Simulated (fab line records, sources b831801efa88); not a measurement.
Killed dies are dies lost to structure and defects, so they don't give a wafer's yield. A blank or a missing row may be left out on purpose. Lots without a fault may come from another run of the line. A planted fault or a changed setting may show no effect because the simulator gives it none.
fab line records | flow sky130
record lots=12 wafers=36 last_day=50
route steps=708 shown SD_P@328 SD_N@354 LI_CONTACT@377 PAD_OPEN@708
lots that met no fault: from a run of the same line without faults
start_h: hours from the record's first day to the start of the lot's first wafer shown | wait_h: hours since the lot's step before | " the same as in the row above | L1.1+2: a row that stands for several wafers | - no value, or no start given | * or withheld: withheld | < > ~ a bound
route shown NAME@n: a module of which the file shows steps, and the number in the route of the first | usual: mean/standard deviation of fault-free wafers | same: alike in all rows | chamber/n: place in a boat | sites: the reading at each site | _std_site: their standard deviation | _edge_site: outer sites' mean less inner sites' | radius_mm: how far each site lies from the wafer's centre | mask NAME#n: copy n | behind: the tool/chamber that last shaped the wafer | hold: why the lot was held/for how many hours/how that ended | device: the transistor (n, p or np) that didn't switch | end of line: the same wafers' tests at the end of the route | a step without rows: its recipe alone | killed: dies lost to structure and defects at the first sort, not the wafer's yield | map: a wafer's dies, x killed, . not, _ none there
set.NAME: the setting as run; set.NAME@STEP: as run at that earlier step | model.NAME: the simulator's own value behind a step, which no gauge read
steps of the route over a sample of lots; a table a step, a row a wafer
services: from which hour (start_h, from the record's first day; less than 0 if before it) a tool's chamber was out of use, for how many hours, and why
## steps
# step SKY_SD_P_OVL_MEAS_08
# usual SD_P_OVL=-0.9/1.4
# columns lot.wafer tool chamber start_h wait_h SD_P_OVL[nm]
L228.1 overlay-01 - 604.71 0.1 -1.6
L228.3 " - " " -2.7
L228.5 " - " " -2.1
L229.1 overlay-01 - 621.21 0.1 0.0
L229.4 " - " " -0.6
L229.5 " - " " -0.2
L231.2 overlay-02 - 635.12 0.1 -0.1
L231.3 " - " " -0.1
L231.4 " - " " -0.5
L233.2 overlay-01 - 644.22 0.1 -4.5
L233.5 " - " " -4.4
L233.6 " - " " -3.8
L239.1 overlay-02 - 686.66 0.1 2.9
L239.3 " - " " 2.0
L239.6 " - " " 2.6
L240.3 overlay-02 - 701.97 0.1 -0.9
L240.5 " - " " -0.3
L240.6 " - " " -0.7
L242.1 overlay-01 - 730.93 0.1 -1.8
L242.3 " - " " -2.5
L242.5 " - " " -1.4
L241.1 overlay-02 - 733.01 0.1 -0.2
L241.2 " - " " -1.5
L241.4 " - " " 0.2
L245.1 overlay-02 - 745.86 0.1 -0.4
L245.2 " - " " -0.8
L245.6 " - " " -1.3
L248.1 overlay-02 - 762.51 0.1 -2.1
L248.4 " - " " -0.3
L248.6 " - " " -1.1
L247.1 overlay-02 - 765.36 0.1 -1.2
L247.2 " - " " -1.7
L247.3 " - " " -0.8
L249.2 overlay-01 - 780.02 0.1 -0.4
L249.5 " - " " -1.1
L249.6 " - " " -0.9
# step SKY_SD_N_TW_MEAS_12
# usual SD_N_TW=3980/30
# columns lot.wafer tool chamber start_h wait_h SD_N_TW
L228.1 film_metro-04 - 662.34 0.1 3955
L228.3 " - " " 3963
L228.5 " - " " 3964
L229.1 film_metro-04 - 679.26 0.1 3980
L229.4 " - " " 3986
L229.5 " - " " 3968
L231.2 film_metro-02 - 692.61 0.1 4002
L231.3 " - " " 3989
L231.4 " - " " 4021
L233.2 film_metro-04 - 702.11 0.1 3972
L233.5 " - " " 3972
L233.6 " - " " 4006
L239.1 film_metro-03 - 743.48 0.1 3966
L239.3 " - " " 3943
L239.6 " - " " 3949
L240.3 film_metro-02 - 756.57 0.1 4018
L240.5 " - " " 4017
L240.6 " - " " 4046
L242.1 film_metro-02 - 785.44 0.1 4004
L242.3 " - " " 4023
L242.5 " - " " 3993
L241.1 film_metro-02 - 787.09 0.1 4020
L241.2 " - " " 4028
L241.4 " - " " 4023
L245.1 film_metro-04 - 798.94 0.1 4003
L245.2 " - " " 3999
L245.6 " - " " 3994
L248.1 film_metro-03 - 813.45 0.1 3952
L248.4 " - " " 3949
L248.6 " - " " 3949
L247.1 film_metro-03 - 814.90 0.1 3946
L247.2 " - " " 3933
L247.3 " - " " 3924
L249.2 film_metro-04 - 828.80 0.1 3998
L249.5 " - " " 3994
L249.6 " - " " 4023
# step SKY_SD_N_RS_MEAS_16
# recipe thk_meas_gauge=four-point-probe
# usual SD_N_RS=68.58/0.11
# columns lot.wafer tool chamber start_h wait_h SD_N_RS[ohm/sq]
L228.1 film_metro-03 - 662.67 0.1 68.59
L228.3 " - " " 68.59
L228.5 " - " " 68.61
L229.1 film_metro-02 - 679.55 0.1 68.69
L229.4 " - " " 68.49
L229.5 " - " " 68.68
L231.2 film_metro-04 - 692.93 0.1 68.55
L231.3 " - " " 68.65
L231.4 " - " " 68.55
L233.2 film_metro-02 - 702.40 0.1 68.71
L233.5 " - " " 68.55
L233.6 " - " " 68.55
L239.1 film_metro-04 - 743.76 0.1 68.55
L239.3 " - " " 68.61
L239.6 " - " " 68.72
L240.3 film_metro-02 - 756.88 0.1 68.53
L240.5 " - " " 68.51
L240.6 " - " " 68.70
L242.1 film_metro-04 - 785.72 0.1 68.41
L242.3 " - " " 68.55
L242.5 " - " " 68.46
L241.1 film_metro-03 - 787.38 0.1 68.67
L241.2 " - " " 68.56
L241.4 " - " " 68.64
L245.1 film_metro-03 - 799.23 0.1 68.41
L245.2 " - " " 68.63
L245.6 " - " " 68.43
L248.1 film_metro-02 - 813.74 0.1 68.76
L248.4 " - " " 68.60
L248.6 " - " " 68.68
L247.1 film_metro-04 - 815.18 0.1 68.42
L247.2 " - " " 68.44
L247.3 " - " " 68.38
L249.2 film_metro-03 - 829.09 0.1 68.54
L249.5 " - " " 68.58
L249.6 " - " " 68.68
# step SKY_LI_CONTACT_ETCH_15
# recipe target=PSG chemistry=C4F8/O2/Ar stop_on=Si taper_deg=4.15 mask_material=KrF-thick source_w=1500 bias_w=1200 pressure_mtorr=40 c4f8_flow_sccm=withheld O2_flow_sccm=6 Ar_flow_sccm=300 time_s=withheld target_depth_a=6000
# usual bias_w=1201/3.7 chamber_pressure_mTorr=40.00/0.033 oes_product_au=0.837/0.0049 rf_fwd_power_W=1494/4.5
# columns lot.wafer tool chamber start_h wait_h bias_w chamber_pressure_mTorr oes_product_au rf_fwd_power_W
L228.1 rie_diel-01 1 691.94 0.0 1210 39.95 0.846 1499
L228.3 " 3 " " 1210 39.98 0.827 1484
L228.5 " 3 " " 1197 40.02 0.833 1491
L229.1 rie_diel-01 1 710.19 0.0 - - - -
L229.4 " 2 " " - - - -
L229.5 " 3 " " - - - -
L231.2 rie_diel-01 1 721.58 0.0 - - - -
L231.3 " 2 " " - - - -
L231.4 " 0 " " - - - -
L233.2 rie_diel-01 3 730.59 0.0 1199 39.96 0.842 1485
L233.5 " 2 " " 1200 40.05 0.838 1494
L233.6 " 1 " " 1203 39.98 0.839 1492
L239.1 rie_diel-01 0 771.74 0.0 1198 39.98 0.836 1487
L239.3 " 1 " " 1204 40.00 0.837 1494
L239.6 " 3 " " 1203 40.03 0.844 1496
L240.3 rie_diel-03 0 784.34 0.0 1198 39.97 0.835 1493
L240.5 " 2 " " 1198 40.02 0.844 1496
L240.6 " 1 " " 1201 39.98 0.834 1492
L242.1 rie_diel-01 0 811.09 0.0 1201 40.02 0.836 1492
L242.3 " 3 " " 1206 39.98 0.842 1494
L242.5 " 3 " " 1205 40.01 0.829 1486
L241.1 rie_diel-03 0 812.69 0.0 1201 39.98 0.834 1494
L241.2 " 1 " " 1201 39.98 0.835 1484
L241.4 " 3 " " 1201 39.92 0.835 1494
L245.1 rie_diel-01 0 823.74 0.0 1199 39.99 0.835 1493
L245.2 " 3 " " 1201 40.02 0.842 1484
L245.6 " 0 " " 1207 39.99 0.844 1497
L248.1 rie_diel-03 3 837.28 0.0 1205 39.97 0.832 1494
L248.4 " 0 " " 1200 39.99 0.836 1503
L248.6 " 2 " " 1198 39.99 0.837 1496
L247.1 rie_diel-01 3 839.04 0.0 1197 40.00 0.840 1486
L247.2 " 1 " " 1199 39.98 0.842 1502
L247.3 " 2 " " 1197 40.05 0.838 1496
L249.2 rie_diel-03 0 854.93 0.0 1196 39.96 0.840 1491
L249.5 " 2 " " 1204 40.00 0.832 1492
L249.6 " 1 " " 1197 40.00 0.829 1496
# step SKY_LI_CONTACT_STRIP_16
# recipe chemistry=O2/N2 power_w=1400 pressure_mtorr=1500 platen_temp_c=withheld o2_flow_sccm=3000 n2_flow_sccm=300 overash_fraction=0.5
# usual drypump_motor_current_A=5.62/0.26 oes_product_au=0.376/0.0049 strip_time_to_endpoint_s=3.50/0.031
# columns lot.wafer tool chamber start_h wait_h drypump_motor_current_A oes_product_au rf_hours_counter_h strip_time_to_endpoint_s
L228.1 plasma_asher-01 1 692.03 - 5.85 0.376 89 3.52
L228.3 " 1 " " 5.85 0.377 - 3.53
L228.5 " 0 " " 5.41 0.380 - 3.57
L229.1 plasma_asher-03 0 710.28 - 5.89 0.446 55 5.23
L229.4 " 1 " " 5.77 0.452 - 5.24
L229.5 " 0 " " 5.89 0.450 - 5.24
L231.2 plasma_asher-03 0 721.67 - 5.87 0.441 56 5.17
L231.3 " 1 " " 5.77 0.441 - 5.19
L231.4 " 0 " " 5.90 0.443 - 5.18
L233.2 plasma_asher-01 1 730.68 - 5.86 0.382 92 3.54
L233.5 " 0 " " 5.45 0.376 - 3.53
L233.6 " 1 " " 5.84 0.375 - 3.48
L239.1 plasma_asher-02 0 771.83 - 5.57 0.375 34 3.48
L239.3 " 0 " " 5.58 0.378 - 3.49
L239.6 " 0 " " 5.54 0.377 - 3.51
L240.3 plasma_asher-03 0 784.46 - 5.87 0.380 - 3.58
L240.5 " 1 " " 5.74 0.382 - 3.49
L240.6 " 0 " " 5.89 0.377 - 3.51
L242.1 plasma_asher-01 0 811.18 - 5.44 0.377 100 3.45
L242.3 " 0 " " 5.45 0.373 - 3.50
L242.5 " 0 " " 5.43 0.373 - 3.48
L241.1 plasma_asher-03 1 812.78 - 5.76 0.384 66 3.56
L241.2 " 0 " " 5.89 0.379 66 3.53
L241.4 " 0 " " 5.87 0.379 - 3.54
L245.1 plasma_asher-01 1 823.83 - 5.83 0.367 101 3.44
L245.2 " 0 " " 5.44 0.381 101 3.52
L245.6 " 0 " " 5.46 0.372 - 3.46
L248.1 plasma_asher-02 1 837.37 - 5.09 0.375 41 3.52
L248.4 " 0 " " 5.56 0.378 - 3.55
L248.6 " 0 " " 5.57 0.372 - 3.46
L247.1 plasma_asher-02 1 839.13 - 5.09 0.372 41 3.51
L247.2 " 0 " " 5.57 0.376 41 3.48
L247.3 " 0 " " 5.56 0.383 - 3.48
L249.2 plasma_asher-03 1 855.02 - 5.75 0.389 70 3.51
L249.5 " 1 " " 5.72 0.380 - 3.47
L249.6 " 0 " " 5.86 0.379 - 3.58
# step SKY_PAD_OPEN_PROBE_99
# usual killed_at_M0_to_M3=44/6.5 killed_at_M4_up=3.3/1.9 killed_at_contacts=23/4.7 killed_at_front_end=15/4.5 killed_at_other=0.2/0.52 killed_dies=86/8.9 killed_on_rim=17/3.7 killed_open=47/6.8 killed_short=39/6.1
# same gross_dies=492 killed_at_back_side=0
# columns lot.wafer tool chamber start_h wait_h killed_at_M0_to_M3 killed_at_M4_up killed_at_contacts killed_at_front_end killed_at_other killed_dies killed_on_rim killed_open killed_short
L229.1 prober-01 - 1097.16 0.1 43 4 425 20 0 492 96 40 50
L229.4 prober-01 - 1097.31 0.2 38 2 436 16 0 492 96 33 39
L229.5 prober-01 - 1097.36 0.2 49 3 425 15 0 492 96 51 47
L231.2 prober-01 - 1106.96 0.1 54 3 418 17 0 492 96 51 41
L231.3 prober-01 - 1107.01 0.2 40 8 428 16 0 492 96 45 45
L231.4 prober-01 - 1107.06 0.2 49 1 424 18 0 492 96 53 46
L239.1 prober-02 - 1139.14 0.1 40 2 37 15 0 94 17 60 34
L239.3 prober-02 - 1139.24 0.2 49 4 18 17 0 88 19 42 46
L239.6 prober-02 - 1139.39 0.2 39 2 25 10 0 76 10 39 37
L240.3 prober-01 - 1144.42 0.2 44 5 20 17 0 86 17 48 38
L240.5 prober-01 - 1144.52 0.2 38 2 13 16 0 69 16 41 28
L240.6 prober-01 - 1144.57 0.2 37 3 27 10 0 77 13 45 32
L241.2 prober-01 - 1166.15 0.1 32 3 27 14 0 76 13 41 35
L245.2 prober-01 - 1180.42 0.1 47 3 20 10 1 81 21 53 28
L245.6 prober-01 - 1180.62 0.2 61 5 28 15 1 110 20 70 40
L248.1 prober-02 - 1185.71 0.1 44 1 19 15 0 79 19 40 39
L248.4 prober-02 - 1185.86 0.2 44 3 25 10 1 83 13 49 34
L248.6 prober-02 - 1185.96 0.2 49 2 28 8 0 87 16 41 46
L247.1 prober-01 - 1186.41 0.1 41 0 26 12 0 79 11 39 40
L247.2 prober-01 - 1186.46 0.1 45 4 26 14 1 90 19 49 41
L247.3 prober-01 - 1186.51 0.2 46 3 18 16 0 83 15 45 38
L249.2 prober-01 - 1197.51 0.1 44 4 25 11 0 84 22 48 36
L249.5 prober-01 - 1197.66 0.2 39 5 25 10 0 79 17 42 37
L249.6 prober-01 - 1197.71 0.2 38 5 23 10 2 78 12 45 33
# killed by level:class
L229.1 LI_CONTACT:area_etch=402 VIA1:geometric_particle:short=10 CONTACT:geometric_particle:open=9 VIA1:geometric_particle:open=7 POLY_GATE:geometric_particle:short=6 METAL2:geometric_particle:short=5 VIA2:geometric_particle:open=5 LI_CONTACT:geometric_particle:short=4
L229.4 LI_CONTACT:area_etch=420 VIA1:geometric_particle:open=10 FIELD_ISO:geometric_particle:short=7 CONTACT:geometric_particle:short=6 CONTACT:geometric_particle:open=6 METAL1:geometric_particle:short=5 VIA3:geometric_particle:short=4 FIELD_ISO:geometric_particle:open=3
L229.5 LI_CONTACT:area_etch=394 CONTACT:geometric_particle:open=14 VIA1:geometric_particle:open=12 LOCAL_INTERCONNECT:geometric_particle:short=9 VIA3:geometric_particle:open=9 VIA1:geometric_particle:short=6 METAL2:geometric_particle:short=5 VIA3:geometric_particle:short=5
L231.2 LI_CONTACT:area_etch=400 CONTACT:geometric_particle:open=11 VIA1:geometric_particle:open=10 VIA2:geometric_particle:open=9 VIA3:geometric_particle:open=8 METAL2:geometric_particle:short=8 FIELD_ISO:geometric_particle:open=6 METAL1:geometric_particle:short=6
L231.3 LI_CONTACT:area_etch=402 VIA1:geometric_particle:open=10 CONTACT:geometric_particle:short=9 LI_CONTACT:geometric_particle:open=8 VIA1:geometric_particle:short=6 VIA2:geometric_particle:open=5 METAL4:geometric_particle:open=5 FIELD_ISO:geometric_particle:open=4
L231.4 LI_CONTACT:area_etch=393 VIA1:geometric_particle:open=13 CONTACT:geometric_particle:open=12 METAL2:geometric_particle:short=12 LI_CONTACT:geometric_particle:open=8 VIA3:geometric_particle:short=6 FIELD_ISO:geometric_particle:open=5 FIELD_ISO:geometric_particle:short=4
L239.1 CONTACT:geometric_particle:open=18 LI_CONTACT:geometric_particle:open=9 VIA1:geometric_particle:open=9 VIA3:geometric_particle:open=8 LOCAL_INTERCONNECT:geometric_particle:short=7 VIA1:geometric_particle:short=7 POLY_GATE:geometric_particle:short=4 POLY_GATE:geometric_particle:open=4
L239.3 VIA1:geometric_particle:open=11 METAL2:geometric_particle:short=11 CONTACT:geometric_particle:open=7 VIA3:geometric_particle:short=7 FIELD_ISO:geometric_particle:short=5 LI_CONTACT:geometric_particle:open=5 POLY_GATE:geometric_particle:short=4 METAL3:geometric_particle:short=4
L239.6 CONTACT:geometric_particle:short=8 VIA1:geometric_particle:open=8 METAL1:geometric_particle:short=7 VIA2:geometric_particle:open=7 CONTACT:geometric_particle:open=6 LOCAL_INTERCONNECT:geometric_particle:short=5 METAL2:geometric_particle:short=5 VIA1:geometric_particle:short=4
L240.3 VIA3:geometric_particle:open=9 VIA2:geometric_particle:open=9 VIA1:geometric_particle:open=8 FIELD_ISO:geometric_particle:short=6 CONTACT:geometric_particle:open=6 METAL1:geometric_particle:short=6 LOCAL_INTERCONNECT:geometric_particle:short=4 LI_CONTACT:geometric_particle:short=4
L240.5 VIA1:geometric_particle:open=10 VIA2:geometric_particle:open=6 FIELD_ISO:geometric_particle:short=5 LI_CONTACT:geometric_particle:open=4 CONTACT:geometric_particle:open=4 METAL1:geometric_particle:open=4 VIA2:geometric_particle:short=4 FIELD_ISO:geometric_particle:open=3
L240.6 VIA2:geometric_particle:open=8 LI_CONTACT:geometric_particle:open=8 CONTACT:geometric_particle:open=8 CONTACT:geometric_particle:short=6 VIA1:geometric_particle:open=5 FIELD_ISO:geometric_particle:open=4 VIA3:geometric_particle:open=4 METAL2:geometric_particle:short=4
L241.2 CONTACT:geometric_particle:open=9 VIA1:geometric_particle:open=8 LI_CONTACT:geometric_particle:open=7 METAL2:geometric_particle:short=6 LOCAL_INTERCONNECT:geometric_particle:short=5 VIA3:geometric_particle:open=5 POLY_GATE:geometric_particle:short=4 SPACER:geometric_particle:open=4
L245.2 VIA1:geometric_particle:open=15 VIA3:geometric_particle:open=9 CONTACT:geometric_particle:open=7 VIA2:geometric_particle:open=7 FIELD_ISO:geometric_particle:open=5 LI_CONTACT:geometric_particle:open=5 LOCAL_INTERCONNECT:geometric_particle:short=4 METAL2:geometric_particle:short=4
L245.6 VIA1:geometric_particle:open=19 CONTACT:geometric_particle:open=12 VIA3:geometric_particle:open=10 FIELD_ISO:geometric_particle:open=7 LI_CONTACT:geometric_particle:open=6 VIA2:geometric_particle:open=6 LI_CONTACT:geometric_particle:short=5 METAL1:geometric_particle:short=5
L248.1 VIA1:geometric_particle:open=8 CONTACT:geometric_particle:open=8 METAL1:geometric_particle:short=8 FIELD_ISO:geometric_particle:open=6 METAL2:geometric_particle:short=6 VIA3:geometric_particle:open=6 VIA1:geometric_particle:short=5 FIELD_ISO:geometric_particle:short=4
L248.4 VIA1:geometric_particle:open=10 VIA2:geometric_particle:open=9 CONTACT:geometric_particle:open=7 LOCAL_INTERCONNECT:geometric_particle:short=6 VIA3:geometric_particle:open=6 LI_CONTACT:geometric_particle:open=5 POLY_GATE:geometric_particle:open=4 METAL1:geometric_particle:short=4
L248.6 VIA1:geometric_particle:open=14 VIA2:geometric_particle:open=9 LOCAL_INTERCONNECT:geometric_particle:short=8 CONTACT:geometric_particle:short=8 METAL2:geometric_particle:short=6 METAL1:geometric_particle:short=6 LI_CONTACT:geometric_particle:open=5 VIA1:geometric_particle:short=5
L247.1 CONTACT:geometric_particle:open=10 VIA3:geometric_particle:open=9 VIA1:geometric_particle:open=7 METAL2:geometric_particle:short=6 FIELD_ISO:geometric_particle:short=5 LI_CONTACT:geometric_particle:open=5 LI_CONTACT:geometric_particle:short=5 VIA2:geometric_particle:open=5
L247.2 VIA1:geometric_particle:open=14 CONTACT:geometric_particle:open=10 POLY_GATE:geometric_particle:short=7 LI_CONTACT:geometric_particle:open=7 VIA2:geometric_particle:open=6 METAL2:geometric_particle:short=5 VIA3:geometric_particle:open=5 VIA2:geometric_particle:short=4
L247.3 VIA1:geometric_particle:open=9 VIA3:geometric_particle:open=9 METAL1:geometric_particle:short=7 FIELD_ISO:geometric_particle:open=5 CONTACT:geometric_particle:open=5 VIA2:geometric_particle:open=5 POLY_GATE:geometric_particle:short=4 CONTACT:geometric_particle:short=4
L249.2 VIA1:geometric_particle:open=10 VIA3:geometric_particle:open=7 LI_CONTACT:geometric_particle:open=6 LOCAL_INTERCONNECT:geometric_particle:short=6 CONTACT:geometric_particle:open=6 VIA2:geometric_particle:open=6 POLY_GATE:geometric_particle:open=5 METAL2:geometric_particle:short=5
L249.5 VIA1:geometric_particle:open=9 LI_CONTACT:geometric_particle:open=7 VIA2:geometric_particle:open=7 CONTACT:geometric_particle:open=6 CONTACT:geometric_particle:short=6 VIA1:geometric_particle:short=6 METAL2:geometric_particle:short=4 LI_CONTACT:geometric_particle:short=3
L249.6 CONTACT:geometric_particle:open=10 VIA3:geometric_particle:open=7 VIA1:geometric_particle:open=6 VIA1:geometric_particle:short=6 LI_CONTACT:geometric_particle:open=4 LOCAL_INTERCONNECT:geometric_particle:short=4 POLY_GATE:geometric_particle:open=3 CONTACT:geometric_particle:short=3
## services
# columns tool chamber start_h hours kind
rie_diel-03 3 687.06 4.2 repair
plasma_asher-01 - 704.36 2.3 repair
plasma_asher-01 - 721.53 4.0 repair
plasma_asher-03 - 721.92 3.1 repair
rie_diel-03 3 724.72 - clean
rie_diel-03 3 724.72 17.4 scheduled_down
rie_diel-03 3 724.72 17.4 vent_cycle
rie_diel-03 2 758.31 5.9 repair
plasma_asher-02 - 767.70 2.8 pm
plasma_asher-01 - 799.02 3.8 repair
rie_diel-03 1 815.95 1.8 repair
rie_diel-03 1 835.87 - clean
rie_diel-03 1 835.87 18.4 scheduled_down
rie_diel-03 1 835.87 18.4 vent_cycle
## key
first_sign step=SKY_LI_CONTACT_ETCH_15 reading=tool_record direction=missing
effect step=SKY_LI_CONTACT_STRIP_16 reading=strip_time_to_endpoint_s direction=up sigmas=55 usual=* struck=*
effect step=SKY_PAD_OPEN_PROBE_99 reading=killed_at_contacts direction=up sigmas=85 usual=23 struck=426
more_kills_born_at SKY_LI_CONTACT_ETCH_15@rie_diel-01=2411
met_at SKY_LI_CONTACT_ETCH_15
struck_lots L229,L231
later_rows_left_out L229.1,L229.4,L229.5,L231.2,L231.3,L231.4
tester_left_out L229,L231
not_acting_at SKY_SD_P_OVL_MEAS_08,SKY_SD_N_TW_MEAS_12,SKY_SD_N_RS_MEAS_16
onset_between 691.94 710.19
fault kind=skipped_step_whole tool=rie_diel-01 chamber=- onset_h=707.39 steps=SKY_LI_CONTACT_ETCH_15 scope=struck_lots_only
# tester_left_out: of these lots the tester's yield and bins aren't shown, on N5 and GAA mostly nor the transistor test; their killed dies are dies lost to structure and defects alone, not to doping, threshold or leakage, so they don't give the yield
# later_rows_left_out: the simulator's readings of these wafers behind a module that went badly wrong aren't trusted and aren't shown, but for the sort
